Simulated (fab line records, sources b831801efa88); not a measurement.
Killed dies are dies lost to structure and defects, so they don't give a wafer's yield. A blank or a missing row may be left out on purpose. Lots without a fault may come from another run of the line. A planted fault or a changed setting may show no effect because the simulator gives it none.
fab line records | flow sky130
record lots=6 wafers=18 last_day=49
route steps=708 shown GATE_OXIDE@191 POLY_GATE@204 PAD_OPEN@708
lots that met no fault: from a run of the same line without faults
start_h: hours from the record's first day to the start of the lot's first wafer shown | wait_h: hours since the lot's step before | " the same as in the row above | L1.1+2: a row that stands for several wafers | - no value, or no start given | * or withheld: withheld | < > ~ a bound
route shown NAME@n: a module of which the file shows steps, and the number in the route of the first | usual: mean/standard deviation of fault-free wafers | same: alike in all rows | chamber/n: place in a boat | sites: the reading at each site | _std_site: their standard deviation | _edge_site: outer sites' mean less inner sites' | radius_mm: how far each site lies from the wafer's centre | mask NAME#n: copy n | behind: the tool/chamber that last shaped the wafer | hold: why the lot was held/for how many hours/how that ended | device: the transistor (n, p or np) that didn't switch | end of line: the same wafers' tests at the end of the route | a step without rows: its recipe alone | killed: dies lost to structure and defects at the first sort, not the wafer's yield | map: a wafer's dies, x killed, . not, _ none there
set.NAME: the setting as run; set.NAME@STEP: as run at that earlier step | model.NAME: the simulator's own value behind a step, which no gauge read
lots at some steps of the route; a table a step, a row a wafer
services: from which hour (start_h, from the record's first day; less than 0 if before it) a tool's chamber was out of use, for how many hours, and why
## steps
# step SKY_GATE_OXIDE_HMDS_04
# recipe prime_time_s=60 prime_temp_c=120
# step SKY_GATE_OXIDE_COAT_05
# recipe resist=NOVOLAK spin_rpm=3000 resist_thk_nm=1140
# step SKY_GATE_OXIDE_SOFTBAKE_06
# recipe temp_c=90 time_s=60 resist=NOVOLAK
# step SKY_GATE_OXIDE_EXPOSE_07
# recipe mask_id=LVOM na=0.6 source_shape=conventional sigma_outer=0.6 polarization=unpolarized target_cd_nm=600 dose_mj=170
# step SKY_GATE_OXIDE_PEB_08
# recipe temp_c=withheld time_s=* resist=NOVOLAK
# step SKY_GATE_OXIDE_DEVELOP_09
# recipe resist=NOVOLAK developer=TMAH develop_time_s=60 dev_temp_c=23
# step SKY_GATE_OXIDE_OVL_MEAS_10
# usual GATE_OXIDE_OVL=0.2/1.3
# columns lot.wafer tool chamber start_h wait_h GATE_OXIDE_OVL[nm]
L687.1 overlay-02 - 324.34 0.1 0.3
L687.2 " - " " -1.6
L687.3 " - " " 0.4
L690.1 overlay-01 - 344.74 0.1 -0.1
L690.5 " - " " -0.9
L690.6 " - " " 0.2
L696.3 overlay-01 - 384.68 0.1 -1.5
L696.5 " - " " -1.2
L696.6 " - " " -2.1
L703.1 overlay-01 - 452.84 0.1 -0.3
L703.2 " - " " -2.3
L703.5 " - " " -0.3
L704.1 overlay-01 - 458.74 0.1 0.6
L704.5 " - " " 1.0
L704.6 " - " " 1.0
L705.2 overlay-02 - 466.09 0.1 0.9
L705.5 " - " " 2.7
L705.6 " - " " 0.2
# step SKY_GATE_OXIDE_IMPLANT_11
# recipe species=B energy_kev=10 dose_cm2=2.6e+12 tilt_deg=withheld
# step SKY_GATE_OXIDE_WET_ETCH_12
# recipe chemistry=dHF target_depth_nm=16.8 dry=n2_spin target=SiO2 dilution=100:1 temp_c=25 time_s=336
# step SKY_GATE_OXIDE_STRIP_13
# recipe chemistry=O2/N2 power_w=1400 pressure_mtorr=1500 platen_temp_c=withheld o2_flow_sccm=3000 n2_flow_sccm=300 overash_fraction=0.5
# usual chamber_pressure_mTorr=1500.1/1.4 drypump_motor_current_A=5.67/0.21 o2_flow_sccm=3001/8.3 oes_product_au=0.716/0.0046 strip_time_to_endpoint_s=14.19/0.034
# columns lot.wafer tool chamber start_h wait_h chamber_pressure_mTorr drypump_motor_current_A o2_flow_sccm oes_product_au rf_hours_counter_h strip_time_to_endpoint_s
L687.1 plasma_asher-04 0 324.62 0.0 1499.1 5.67 2999 0.714 20 14.19
L687.2 " 1 " " 1500.1 5.43 2997 0.718 20 14.21
L687.3 " 1 " " 1502.1 5.42 3002 0.715 - 14.21
L690.1 plasma_asher-04 0 345.03 0.0 1499.3 5.67 2975 0.711 23 14.15
L690.5 " 1 " " 1500.8 5.42 3013 0.711 - 14.19
L690.6 " 0 " " 1502.4 5.67 2999 0.718 - 14.14
L696.3 plasma_asher-01 1 384.99 0.0 1502.0 5.96 3012 0.714 - 14.23
L696.5 " 0 " " 1501.7 5.46 3001 0.717 - 14.20
L696.6 " 1 " " 1498.3 5.95 3012 0.711 - 14.20
L703.1 plasma_asher-03 1 453.13 0.0 1500.0 5.66 3003 0.720 2 14.15
L703.2 " 0 " " 1500.6 5.63 2994 0.705 2 14.16
L703.5 " 0 " " 1500.3 5.63 3005 0.715 - 14.20
L704.1 plasma_asher-03 1 459.02 0.0 1502.7 5.69 2999 0.713 3 14.17
L704.5 " 1 " " 1498.7 5.67 3005 0.714 - 14.16
L704.6 " 0 " " 1497.3 5.60 2997 0.707 - 14.18
L705.2 plasma_asher-01 0 466.37 0.0 1501.0 5.45 2993 0.715 81 14.22
L705.5 " 1 " " 1499.9 5.95 3003 0.717 - 14.24
L705.6 " 0 " " 1501.3 5.45 3001 0.718 - 14.21
# step SKY_GATE_OXIDE_TW_MEAS_14
# usual GATE_OXIDE_TW=225.8/2.1
# columns lot.wafer tool chamber start_h wait_h GATE_OXIDE_TW
L687.1 film_metro-01 - 324.72 0.1 226.6
L687.2 " - " " 225.0
L687.3 " - " " 226.1
L690.1 film_metro-04 - 345.13 0.1 227.8
L690.5 " - " " 227.7
L690.6 " - " " 227.1
L696.3 film_metro-04 - 385.08 0.1 226.3
L696.5 " - " " 227.2
L696.6 " - " " 227.0
L703.1 film_metro-04 - 453.23 0.1 227.6
L703.2 " - " " 227.4
L703.5 " - " " 227.5
L704.1 film_metro-04 - 459.12 0.1 224.4
L704.5 " - " " 224.3
L704.6 " - " " 225.0
L705.2 film_metro-02 - 466.48 0.1 221.1
L705.5 " - " " 222.1
L705.6 " - " " 222.0
# step SKY_GATE_OXIDE_CLEAN_15
# recipe chemistry=SC1/SC2 mix=1:4:20 temp_c=70 time_s=150 dry=n2_spin
# step SKY_GATE_OXIDE_OXIDATION_16
# recipe temp_c=800 ambient=O2 idle_temp_c=700 ramp_up_c_per_min=10 ramp_down_c_per_min=3 stabilise_s=600 purge_s=300 target_thk_a=35.7 ox_time_s=1915
# usual spike_tc_bottom_C=820/3.5 spike_tc_centre_C=801.2/0.96 spike_tc_top_C=809.3/2.8 zone_power_lower_pct=14.57/0.18
# columns lot.wafer tool chamber start_h wait_h spike_tc_bottom_C spike_tc_centre_C spike_tc_top_C zone_power_lower_pct model.SiO2_of_GATE_OXIDE_OXIDATION_01.thk_nm
L687.1 furnace-02 0 324.83 0.0 823 801.1 806.7 14.44 11.93
L687.2 " 0 " " 822 801.1 805.6 14.42 11.75
L687.3 " 0 " " 825 801.5 806.5 14.36 11.8
L690.1 furnace-01 0 346.56 1.3 817 801.7 814.2 14.96 11.65
L690.5 " 0 " " 816 799.5 811.5 14.82 11.65
L690.6 " 0 " " 815 802.1 813.3 14.81 11.6
L696.3 furnace-02 0 386.60 1.4 822 802.3 807.0 14.88 11.8
L696.5 " 0 " " 822 799.4 808.8 14.46 11.74
L696.6 " 0 " " 821 801.4 807.0 14.35 11.73
L703.1 furnace-01 0 453.78 0.4 814 800.8 811.1 14.83 11.32
L703.2 " 0 " " 816 801.3 812.6 14.65 11.53
L703.5 " 0 " " 813 800.8 813.6 14.51 11.53
L704.1 furnace-02 0 459.52 0.3 823 801.0 806.9 14.51 12.2
L704.5 " 0 " " 822 800.3 806.9 14.43 12.12
L704.6 " 0 " " 822 800.4 809.4 14.61 12.11
L705.2 furnace-02 0 466.58 0.0 822 800.6 808.0 14.63 12.21
L705.5 " 0 " " 821 802.8 808.3 14.47 12.28
L705.6 " 0 " " 824 799.1 807.1 14.55 12.41
# step SKY_POLY_GATE_CVD_00
# recipe material=poly-Si target_thk_nm=180 temp_c=620 time_s=720 pressure_mtorr=200
# step SKY_PAD_OPEN_PROBE_99
# usual killed_at_M0_to_M3=43/6.5 killed_at_M4_up=3.2/1.8 killed_at_contacts=26/5.2 killed_at_front_end=16/4.8 killed_at_other=0.3/0.6 killed_dies=89/9.6 killed_open=48/7.1 killed_short=40/6.4
# same gross_dies=492 killed_at_back_side=0
# columns lot.wafer tool chamber start_h wait_h killed_at_M0_to_M3 killed_at_M4_up killed_at_contacts killed_at_front_end killed_at_other killed_dies killed_open killed_short model.etest.nfet_16v.r_on_ohm_um model.etest.pfet_16v.r_on_ohm_um model.etest.pfet_g5v0d10v5.r_on_ohm_um model.etest.pfet_01v8.r_on_ohm_um model.etest.tip_sonos.rs_ohm_sq model.etest.nfet_g5v0d10v5.r_on_ohm_um model.etest.nfet_01v8.r_on_ohm_um model.etest.nfet_01v8_lvt.drive_ua_um
L687.1 prober-02 - 1089.24 0.1 48 2 18 15 0 83 40 43 1.447e+04 1.523e+04 4775 2824 2705 1905 838.5 568.7
L687.2 prober-02 - 1089.29 0.1 42 1 22 15 0 80 47 33 1.424e+04 1.5e+04 4804 2870 2661 1899 842.1 570.5
L687.3 prober-02 - 1089.34 0.2 47 4 26 12 0 89 40 49 1.42e+04 1.545e+04 4760 2848 2679 1884 836.6 565.7
L690.1 prober-02 - 1099.93 0.1 40 6 23 16 0 85 48 37 1.399e+04 1.498e+04 4768 2999 2571 1913 850.9 562.3
L690.5 prober-02 - 1100.13 0.2 49 3 31 17 0 100 65 35 1.399e+04 1.487e+04 4725 2931 2613 1884 845.5 558.4
L690.6 prober-02 - 1100.18 0.2 54 5 15 13 0 87 46 41 1.41e+04 1.548e+04 4761 3076 2586 1918 858.6 552
L696.3 prober-01 - 1134.54 0.2 45 10 21 15 0 91 53 38 1.466e+04 1.506e+04 4776 2978 2686 1916 844 563.1
L696.5 prober-01 - 1134.64 0.2 49 4 18 12 1 84 47 37 1.472e+04 1.554e+04 4756 2928 2629 1914 824.8 577.6
L696.6 prober-01 - 1134.69 0.2 30 3 26 18 1 78 41 37 1.466e+04 1.518e+04 4790 2930 2664 1902 831.1 577.8
L703.1 prober-02 - 1171.80 0.1 56 2 30 14 1 103 52 51 1.399e+04 1.59e+04 4787 2816 2645 1872 822.4 575.6
L703.2 prober-02 - 1171.85 0.1 45 2 25 19 0 91 51 40 1.377e+04 1.538e+04 4806 2839 2668 1876 832.1 571.9
L703.5 prober-02 - 1172.00 0.2 45 6 35 14 0 100 50 50 1.394e+04 1.525e+04 4840 2880 2685 1886 840.9 569
L704.1 prober-01 - 1174.75 0.1 43 0 27 8 1 79 36 42 1.507e+04 1.622e+04 5226 3214 2772 2054 897.4 539.1
L704.5 prober-01 - 1174.95 0.2 41 2 27 17 0 87 48 39 1.493e+04 1.59e+04 5206 3282 2786 2045 935.5 518.6
L704.6 prober-01 - 1175.00 0.2 36 3 37 15 0 91 42 49 1.481e+04 1.557e+04 5151 3245 2784 2039 903.5 534.8
L705.2 prober-02 - 1177.21 0.1 39 4 30 14 0 87 43 43 1.475e+04 1.616e+04 5256 3121 2774 2046 913.8 533.9
L705.5 prober-02 - 1177.36 0.2 52 4 32 23 0 111 62 48 1.487e+04 1.607e+04 5174 3051 2782 2012 902.7 529.2
L705.6 prober-02 - 1177.41 0.2 44 1 28 24 0 97 53 44 1.488e+04 1.625e+04 5283 3100 2820 2073 926.1 528.7
# killed by level:class
L687.1 VIA2:geometric_particle:open=11 VIA1:geometric_particle:open=7 CONTACT:geometric_particle:open=6 METAL1:geometric_particle:short=6 VIA3:geometric_particle:short=6 LOCAL_INTERCONNECT:geometric_particle:short=5 VIA3:geometric_particle:open=5 FIELD_ISO:geometric_particle:open=4
L687.2 CONTACT:geometric_particle:open=10 VIA2:geometric_particle:open=9 VIA3:geometric_particle:open=7 LI_CONTACT:geometric_particle:open=5 VIA1:geometric_particle:short=5 METAL1:geometric_particle:short=5 VIA2:geometric_particle:short=5 POLY_GATE:geometric_particle:short=4
L687.3 CONTACT:geometric_particle:open=8 VIA1:geometric_particle:open=8 LI_CONTACT:geometric_particle:open=7 LI_CONTACT:geometric_particle:short=7 METAL1:geometric_particle:short=7 METAL2:geometric_particle:short=7 VIA2:geometric_particle:open=7 VIA3:geometric_particle:open=6
L690.1 CONTACT:geometric_particle:open=9 LI_CONTACT:geometric_particle:open=9 VIA1:geometric_particle:open=9 VIA2:geometric_particle:open=5 METAL1:geometric_particle:short=5 METAL4:geometric_particle:short=5 FIELD_ISO:geometric_particle:open=4 POLY_GATE:geometric_particle:open=4
L690.5 CONTACT:geometric_particle:open=12 VIA1:geometric_particle:open=10 VIA3:geometric_particle:open=9 LI_CONTACT:geometric_particle:open=8 POLY_GATE:geometric_particle:open=7 VIA2:geometric_particle:open=6 CONTACT:geometric_particle:short=5 METAL3:geometric_particle:short=4
L690.6 VIA3:geometric_particle:open=11 METAL2:geometric_particle:short=10 VIA1:geometric_particle:open=8 FIELD_ISO:geometric_particle:open=7 METAL1:geometric_particle:short=7 CONTACT:geometric_particle:open=6 VIA2:geometric_particle:short=6 VIA2:geometric_particle:open=6
L696.3 VIA2:geometric_particle:open=12 VIA1:geometric_particle:open=10 METAL4:geometric_particle:short=7 LI_CONTACT:geometric_particle:open=5 LOCAL_INTERCONNECT:geometric_particle:short=5 CONTACT:geometric_particle:open=5 FIELD_ISO:geometric_particle:open=4 POLY_GATE:geometric_particle:short=4
L696.5 CONTACT:geometric_particle:open=10 VIA1:geometric_particle:open=9 VIA3:geometric_particle:open=7 VIA3:geometric_particle:short=6 METAL2:geometric_particle:short=5 METAL1:geometric_particle:short=5 VIA1:geometric_particle:short=5 LI_CONTACT:geometric_particle:open=4
L696.6 CONTACT:geometric_particle:open=8 LI_CONTACT:geometric_particle:open=7 VIA2:geometric_particle:open=7 POLY_GATE:geometric_particle:open=5 CONTACT:geometric_particle:short=5 METAL1:geometric_particle:short=4 LI_CONTACT:geometric_particle:short=4 VIA1:geometric_particle:open=4
L703.1 VIA1:geometric_particle:open=13 CONTACT:geometric_particle:open=12 METAL1:geometric_particle:short=9 VIA3:geometric_particle:open=7 VIA3:geometric_particle:short=6 LI_CONTACT:geometric_particle:open=6 CONTACT:geometric_particle:short=5 VIA1:geometric_particle:short=5
L703.2 VIA1:geometric_particle:open=13 CONTACT:geometric_particle:open=9 METAL2:geometric_particle:short=8 VIA2:geometric_particle:open=7 FIELD_ISO:geometric_particle:short=6 CONTACT:geometric_particle:short=6 VIA3:geometric_particle:open=6 POLY_GATE:geometric_particle:open=4
L703.5 CONTACT:geometric_particle:open=15 VIA1:geometric_particle:open=10 METAL2:geometric_particle:short=6 LI_CONTACT:geometric_particle:open=6 CONTACT:geometric_particle:short=6 METAL1:geometric_particle:short=6 VIA2:geometric_particle:open=6 FIELD_ISO:geometric_particle:short=5
L704.1 CONTACT:geometric_particle:open=9 LI_CONTACT:geometric_particle:open=7 VIA1:geometric_particle:short=7 METAL2:geometric_particle:short=6 CONTACT:geometric_particle:short=5 METAL1:geometric_particle:short=5 METAL3:geometric_particle:short=5 VIA3:geometric_particle:open=5
L704.5 VIA1:geometric_particle:open=14 CONTACT:geometric_particle:open=9 LI_CONTACT:geometric_particle:open=9 POLY_GATE:geometric_particle:short=8 METAL1:geometric_particle:short=8 METAL2:geometric_particle:short=5 LOCAL_INTERCONNECT:geometric_particle:short=5 POLY_CUT:geometric_particle:short=4
L704.6 VIA1:geometric_particle:open=10 LI_CONTACT:geometric_particle:open=9 CONTACT:geometric_particle:open=8 POLY_GATE:geometric_particle:short=7 LI_CONTACT:geometric_particle:short=6 CONTACT:geometric_particle:short=6 FIELD_ISO:geometric_particle:open=5 LOCAL_INTERCONNECT:geometric_particle:short=5
L705.2 VIA1:geometric_particle:open=13 CONTACT:geometric_particle:open=8 VIA3:geometric_particle:short=7 LOCAL_INTERCONNECT:geometric_particle:short=6 LI_CONTACT:geometric_particle:short=5 CONTACT:geometric_particle:short=5 METAL1:geometric_particle:short=5 VIA2:geometric_particle:open=4
L705.5 CONTACT:geometric_particle:open=11 LI_CONTACT:geometric_particle:open=10 VIA2:geometric_particle:open=10 VIA1:geometric_particle:open=9 VIA3:geometric_particle:open=7 FIELD_ISO:geometric_particle:short=6 POLY_GATE:geometric_particle:open=6 METAL1:geometric_particle:short=6
L705.6 VIA1:geometric_particle:open=11 FIELD_ISO:geometric_particle:open=11 METAL2:geometric_particle:short=9 VIA3:geometric_particle:open=8 CONTACT:geometric_particle:short=7 LI_CONTACT:geometric_particle:open=6 LOCAL_INTERCONNECT:geometric_particle:short=6 FIELD_ISO:geometric_particle:short=5
## services
# columns tool chamber start_h hours kind
furnace-01 - 303.89 3.1 pm
plasma_asher-03 - 322.64 28.1 pm
furnace-01 - 373.10 3.2 pm
plasma_asher-03 - 394.04 3.6 repair
plasma_asher-03 - 396.44 2.7 repair
plasma_asher-03 - 421.25 9.0 pm
plasma_asher-03 0 421.25 9.0 vent_cycle
plasma_asher-03 1 421.25 9.0 vent_cycle
plasma_asher-03 0 430.25 - clean
plasma_asher-03 1 430.25 - clean
furnace-02 - 441.49 4.4 pm
## key
first_sign none at tools or gauges
model_effect step=SKY_GATE_OXIDE_OXIDATION_16 value=SiO2_of_GATE_OXIDE_OXIDATION_01.thk_nm without=11.42 struck=12.22
model_effect step=SKY_PAD_OPEN_PROBE_99 value=etest.nfet_16v.r_on_ohm_um without=1.41e+04 struck=1.489e+04
met_at SKY_GATE_OXIDE_OXIDATION_16
struck_wafers L704.1,L704.5,L704.6,L705.2,L705.5,L705.6
tester_left_out L704,L705
onset_between 386.60 459.52
also_fits time
fault kind=process_parameter_drift tool=furnace-02 chamber=- onset_h=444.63 steps=SKY_GATE_OXIDE_OXIDATION_16 channel=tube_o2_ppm offset=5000 shape=step end_h=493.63
# tester_left_out: of these lots the tester's yield and bins aren't shown, on N5 and GAA mostly nor the transistor test; their killed dies are dies lost to structure and defects alone, not to doping, threshold or leakage, so they don't give the yield
